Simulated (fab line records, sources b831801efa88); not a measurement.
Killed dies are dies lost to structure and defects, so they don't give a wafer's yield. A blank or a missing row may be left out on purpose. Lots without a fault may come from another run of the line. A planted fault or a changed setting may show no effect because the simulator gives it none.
fab line records | flow gf180mcu
record lots=14 wafers=42 last_day=35
route steps=602 shown V3@451 M4@462 V4@476
lots that met no fault: from a run of the same line without faults
start_h: hours from the record's first day to the start of the lot's first wafer shown | wait_h: hours since the lot's step before | " the same as in the row above | L1.1+2: a row that stands for several wafers | - no value, or no start given | * or withheld: withheld | < > ~ a bound
route shown NAME@n: a module of which the file shows steps, and the number in the route of the first | usual: mean/standard deviation of fault-free wafers | same: alike in all rows | chamber/n: place in a boat | sites: the reading at each site | _std_site: their standard deviation | _edge_site: outer sites' mean less inner sites' | radius_mm: how far each site lies from the wafer's centre | mask NAME#n: copy n | behind: the tool/chamber that last shaped the wafer | hold: why the lot was held/for how many hours/how that ended | device: the transistor (n, p or np) that didn't switch | end of line: the same wafers' tests at the end of the route | a step without rows: its recipe alone | killed: dies lost to structure and defects at the first sort, not the wafer's yield | map: a wafer's dies, x killed, . not, _ none there
set.NAME: the setting as run; set.NAME@STEP: as run at that earlier step | model.NAME: the simulator's own value behind a step, which no gauge read
steps of the route over a sample of lots; a table a step, a row a wafer
services: from which hour (start_h, from the record's first day; less than 0 if before it) a tool's chamber was out of use, for how many hours, and why
## steps
# step GF_V3_SPUTTER_22
# recipe material=TiN target_thk_nm=10 chamber_pressure_pa=5 power_w=4000 time_s=40
# usual chamber_pressure_pa=5.000/0.011 throttle_valve_pct=30.0/0.85
# columns lot.wafer tool chamber start_h wait_h chamber_pressure_pa throttle_valve_pct
L865.1 pvd_sputter-03 - 555.32 0.0 5.013 30.0
L865.3 " - " " 4.987 30.9
L865.6 " - " " 5.004 29.1
L866.2 pvd_sputter-03 - 562.30 0.0 5.010 31.2
L866.3 " - " " 4.996 30.1
L866.4 " - " " 5.004 28.9
L867.1 pvd_sputter-03 - 568.99 0.0 4.982 29.1
L867.2 " - " " 4.978 30.9
L867.3 " - " " 5.027 31.1
L868.1 pvd_sputter-03 - 582.48 0.0 5.016 29.3
L868.4 " - " " 4.993 29.9
L868.5 " - " " 5.010 29.3
L870.2 pvd_sputter-03 - 594.63 0.0 4.989 29.8
L870.3 " - " " 5.017 31.4
L870.5 " - " " 4.995 31.3
L871.1 pvd_sputter-03 - 604.99 0.0 5.011 29.9
L871.2 " - " " 4.990 31.1
L871.4 " - " " 5.013 31.3
L874.1 pvd_sputter-03 - 627.92 0.0 5.021 31.2
L874.2 " - " " 4.990 31.3
L874.6 " - " " 5.002 31.1
L876.1 pvd_sputter-02 - 639.99 0.0 5.009 29.0
L876.4 " - " " 5.031 28.9
L876.6 " - " " 5.014 29.2
L877.2 pvd_sputter-03 - 647.34 0.0 4.998 29.9
L877.4 " - " " 5.000 30.9
L877.6 " - " " 4.993 29.3
L878.2 pvd_sputter-03 - 655.89 0.0 4.993 28.9
L878.3 " - " " 5.012 31.2
L878.4 " - " " 5.007 29.8
L883.1 pvd_sputter-03 - 685.11 0.0 5.003 30.0
L883.5 " - " " 4.999 30.9
L883.6 " - " " 4.994 29.9
L884.1 pvd_sputter-04 - 691.22 0.0 4.995 29.9
L884.3 " - " " 5.009 29.5
L884.4 " - " " 4.996 28.7
L885.1 pvd_sputter-02 - 698.59 0.0 5.000 29.9
L885.5 " - " " 5.002 29.1
L885.6 " - " " 4.998 30.4
L886.1 pvd_sputter-02 - 705.03 0.0 4.987 29.0
L886.2 " - " " 5.003 29.2
L886.4 " - " " 4.989 30.5
# step GF_V3_CMP_26
# recipe stop_on=SiO2 down_force_psi=3.5 platen_rpm=60 t_overpolish_s=15 target_thk_nm=0 pad_velocity_m_s=0.94248
# usual motor_current_A=11.5/0.97 overpolish_run_s=15.001/0.0098 slurry_flow_ml_min=150.0/0.48 time_to_endpoint_s=83/3.5
# columns lot.wafer tool chamber start_h wait_h motor_current_A overpolish_run_s slurry_flow_ml_min time_to_endpoint_s
L865.1 cmp-01 0 555.70 0.1 11.4 15.003 150.0 85
L865.3 " 1 " " 12.4 15.007 149.8 85
L865.6 " 3 " " 13.2 15.006 149.9 88
L866.2 cmp-01 2 562.75 0.0 10.3 15.001 149.6 84
L866.4 " 3 " " 11.8 14.996 149.9 81
L866.3 " 0 " " 11.9 14.983 150.2 84
L867.2 cmp-01 1 569.48 0.1 12.1 14.996 149.6 84
L867.1 " 2 " " 10.1 15.002 149.6 84
L867.3 " 3 " " 12.9 15.001 149.9 85
L868.1 cmp-02 3 582.86 0.1 10.1 15.007 150.0 85
L868.4 " 0 " " 12.0 15.007 149.9 78
L868.5 " 2 " " 10.8 15.000 150.8 78
L870.3 cmp-02 2 594.96 0.0 11.7 15.018 149.6 79
L870.2 " 1 " " 12.1 14.990 150.8 82
L870.5 " 3 " " 10.6 15.005 150.1 88
L871.1 cmp-02 0 605.32 0.1 11.9 14.989 150.4 80
L871.2 " 1 " " 12.2 14.995 148.9 83
L871.4 " 3 " " 10.7 15.026 150.3 85
L874.1 cmp-02 1 628.25 0.1 11.9 14.997 151.1 87
L874.2 " 0 " " 11.6 14.997 149.7 81
L874.6 " 2 " " 11.6 14.993 149.7 79
L876.1 cmp-01 3 640.38 0.1 13.2 14.997 150.1 86
L876.4 " 1 " " 12.2 15.001 150.3 86
L876.6 " 2 " " 10.3 15.002 150.1 86
L877.2 cmp-01 1 647.77 0.1 11.9 14.996 149.7 90
L877.4 " 2 " " 9.4 15.024 149.7 86
L877.6 " 3 " " 13.0 15.013 149.1 86
L878.4 cmp-01 3 656.22 0.0 12.9 14.997 150.2 84
L878.3 " 0 " " 12.2 15.018 149.5 85
L878.2 " 2 " " 10.1 14.991 150.3 83
L883.1 cmp-01 0 685.59 0.2 11.2 15.006 150.4 88
L883.5 " 1 " " 12.3 15.002 150.0 86
L883.6 " 2 " " 10.2 14.996 149.3 86
L884.4 cmp-01 1 691.55 0.0 11.9 14.998 150.2 85
L884.1 " 3 " " 13.1 14.990 150.6 86
L884.3 " 0 " " 12.0 15.008 150.8 86
L885.1 cmp-02 3 699.03 0.1 10.0 14.988 149.7 82
L885.5 " 1 " " 12.0 15.020 149.8 84
L885.6 " 2 " " 11.5 14.986 150.1 78
L886.2 cmp-02 3 705.36 0.0 10.4 15.000 149.6 86
L886.4 " 0 " " 11.7 15.007 150.6 82
L886.1 " 2 " " 10.8 15.006 150.2 85
# step GF_M4_THK_MEAS_06
# recipe thk_meas_gauge=xrf reads=AlCu_of_M4_SPUTTER_02
# usual M4_ALCU_THK=453/4.6
# columns lot.wafer tool chamber start_h wait_h M4_ALCU_THK[nm]
L865.1 film_metro-02 - 556.29 0.1 451
L865.3 " - " " 455
L865.6 " - " " 450
L866.2 film_metro-01 - 563.40 0.1 450
L866.3 " - " " 459
L866.4 " - " " 456
L867.1 film_metro-01 - 570.08 0.1 461
L867.2 " - " " 458
L867.3 " - " " 452
L868.1 film_metro-01 - 583.45 0.1 452
L868.4 " - " " 463
L868.5 " - " " 457
L870.2 film_metro-02 - 595.61 0.1 455
L870.3 " - " " 450
L870.5 " - " " 455
L871.1 film_metro-01 - 605.96 0.1 451
L871.2 " - " " 446
L871.4 " - " " 453
L874.1 film_metro-02 - 628.89 0.1 447
L874.2 " - " " 452
L874.6 " - " " 444
L876.1 film_metro-01 - 640.97 0.1 452
L876.4 " - " " 453
L876.6 " - " " 456
L877.2 film_metro-01 - 648.38 0.1 454
L877.4 " - " " 456
L877.6 " - " " 454
L878.2 film_metro-01 - 656.87 0.1 457
L878.3 " - " " 449
L878.4 " - " " 453
L883.1 film_metro-01 - 686.08 0.1 446
L883.5 " - " " 452
L883.6 " - " " 446
L884.1 film_metro-01 - 692.19 0.1 456
L884.3 " - " " 455
L884.4 " - " " 463
L885.1 film_metro-04 - 699.57 0.1 455
L885.5 " - " " 449
L885.6 " - " " 456
L886.1 film_metro-04 - 706.00 0.1 451
L886.2 " - " " 452
L886.4 " - " " 453
# step GF_V4_CVD_00
# recipe material=SiO2 target_thk_nm=600 sigma_open_frac=0.3 temp_c=400 time_s=100 sih4_flow_sccm=60 pressure_mtorr=6
# usual pressure_mtorr=6.000/0.012 run_length_s=127.8/0.48
# columns lot.wafer tool chamber start_h wait_h pressure_mtorr run_length_s
L865.1 hdpcvd-02 2 579.70 0.0 6.012 127.8
L865.3 " 1 " " 5.981 127.2
L865.6 " 1 " " 6.000 127.7
L866.2 hdpcvd-02 1 586.54 0.0 6.014 127.2
L866.3 " 2 " " 6.013 127.7
L866.4 " 1 " " 6.003 127.1
L867.1 hdpcvd-01 0 593.33 0.0 6.012 128.1
L867.2 " 1 " " 5.990 128.4
L867.3 " 2 " " 5.994 127.1
L868.1 hdpcvd-02 1 605.44 0.0 6.008 127.4
L868.4 " 2 " " 6.000 127.8
L868.5 " 1 " " 6.018 127.6
L870.2 hdpcvd-02 0 617.65 0.0 6.012 128.6
L870.3 " 1 " " 6.019 127.2
L870.5 " 2 " " 5.976 127.5
L871.1 hdpcvd-01 0 627.15 0.0 6.001 128.5
L871.2 " 1 " " 5.991 127.8
L871.4 " 0 " " 5.999 128.3
L874.1 hdpcvd-01 2 649.68 0.0 5.988 127.7
L874.2 " 0 " " 5.990 128.5
L874.6 " 2 " " 5.998 127.4
L876.1 hdpcvd-01 0 662.40 0.0 - -
L876.4 " 2 " " - -
L876.6 " 1 " " - -
L877.2 hdpcvd-02 2 668.88 0.0 - -
L877.4 " 0 " " - -
L877.6 " 2 " " - -
L878.2 hdpcvd-02 1 677.53 0.0 6.010 127.3
L878.3 " 2 " " 5.996 127.7
L878.4 " 1 " " 5.997 127.2
L883.1 hdpcvd-01 2 706.80 0.0 6.018 127.0
L883.5 " 0 " " 6.003 128.2
L883.6 " 2 " " 6.007 127.4
L884.1 hdpcvd-02 0 711.35 0.0 6.030 128.0
L884.3 " 2 " " 6.022 128.1
L884.4 " 0 " " 6.004 128.4
L885.1 hdpcvd-01 1 719.63 0.0 6.007 128.5
L885.5 " 2 " " 6.011 126.9
L885.6 " 1 " " 6.006 127.6
L886.1 hdpcvd-02 0 725.31 0.0 5.984 128.5
L886.2 " 2 " " 5.989 128.0
L886.4 " 1 " " 6.029 127.8
## services
# columns tool chamber start_h hours kind
pvd_sputter-04 - 556.33 110.0 repair
cmp-01 - 572.00 4.0 pm
cmp-01 - 574.42 0.3 repair
cmp-01 - 576.00 - consumable_replace:conditioner
cmp-01 - 576.00 - consumable_replace:pad
hdpcvd-01 - 576.38 15.0 pm
hdpcvd-01 0 576.38 15.0 vent_cycle
hdpcvd-01 1 576.38 15.0 vent_cycle
hdpcvd-01 2 576.38 15.0 vent_cycle
hdpcvd-01 0 591.38 - clean
hdpcvd-01 1 591.38 - clean
hdpcvd-01 2 591.38 - clean
cmp-01 - 600.84 15.3 pm
cmp-01 - 636.91 0.2 repair
cmp-01 - 642.12 2.9 repair
pvd_sputter-02 - 645.18 3.2 repair
cmp-02 - 657.38 1.3 repair
cmp-02 - 663.98 0.4 repair
pvd_sputter-02 - 675.39 3.6 repair
cmp-02 - 691.98 1.1 repair
pvd_sputter-04 - 698.97 8.0 repair
pvd_sputter-04 - 703.60 3.1 repair
cmp-01 - 705.58 3.6 pm
cmp-02 - 724.10 4.9 pm
## key
first_sign step=GF_V4_CVD_00 reading=tool_record direction=missing
effect none on later readings
met_at GF_V4_CVD_00
struck_lots L876,L877
later_rows_left_out L876.1,L876.4,L876.6,L877.2,L877.4,L877.6
sort_left_out L876.1,L876.4,L876.6,L877.2,L877.4,L877.6
not_acting_at GF_V3_SPUTTER_22,GF_V3_CMP_26,GF_M4_THK_MEAS_06
onset_between 649.68 662.40
fault kind=skipped_step_whole tool=hdpcvd-01,hdpcvd-02 chamber=- onset_h=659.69 steps=GF_V4_CVD_00 scope=struck_lots_only
# sort_left_out: the simulated sort isn't trusted on such a fault, so these wafers' sort isn't shown, and their yield isn't known
# later_rows_left_out: the simulator's readings of these wafers behind a module that went badly wrong aren't trusted and aren't shown, but for the sort
